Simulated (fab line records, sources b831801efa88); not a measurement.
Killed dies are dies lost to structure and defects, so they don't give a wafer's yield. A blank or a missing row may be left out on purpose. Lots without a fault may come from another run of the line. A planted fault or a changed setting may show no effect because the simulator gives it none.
Chamber matching | flow gf180mcu | GF_V4_CVD_02 on pecvd-04: 3 sister chambers
The step deposits SiO2 from TEOS, target thk 850 nm, time 94.851 s. 3 wafers are shown with their chamber, then 10 later ones without.

WAFERS WITH THEIR CHAMBER
wafer  | chamber | heater_power_w (W)
L087.5 | 1       | 663
L089.2 | 0       | 735
L089.4 | 2       | 803

WAFERS WITHOUT THEIR CHAMBER
wafer  | heater_power_w (W)
L089.6 | 627
L090.1 | 752
L090.4 | 806
L090.6 | 802
L092.2 | 562
L092.3 | 827
L092.4 | 670
L094.2 | 569
L094.4 | 825
L094.5 | 644

WHICH CHAMBER EACH WENT THROUGH
wafer  | from the rows above          | in truth
L089.6 | can't be placed: 1 or 0      | 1
L090.1 | can't be placed: 0 or 2 or 1 | 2
L090.4 | can't be placed: 2 or 0      | 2
L090.6 | can't be placed: 2 or 0      | 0
L092.2 | can't be placed: 1 or 0      | 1
L092.3 | can't be placed: 2 or 0      | 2
L092.4 | can't be placed: 1 or 0      | 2
L094.2 | can't be placed: 1 or 0      | 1
L094.4 | can't be placed: 2 or 0      | 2
L094.5 | can't be placed: 1 or 0      | 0
Placed correctly: 0 of 10. Can't be placed from these rows: 10 (the true chamber is among the candidates in 9). Placed wrongly: 0.
How it was worked out, from the rows above alone: a wafer's distance from a chamber is the root of the sum, over the readings, of the square of ((its reading less the chamber's mean) divided by the reading's scatter). The wafer belongs to the nearest chamber; if the next one is less than 2 further off, it can't be placed. A chamber's mean is the mean of its shown wafers. The scatter: with one shown wafer a chamber, the root of the mean of the squares of how far each hidden wafer lies from its nearest shown one.
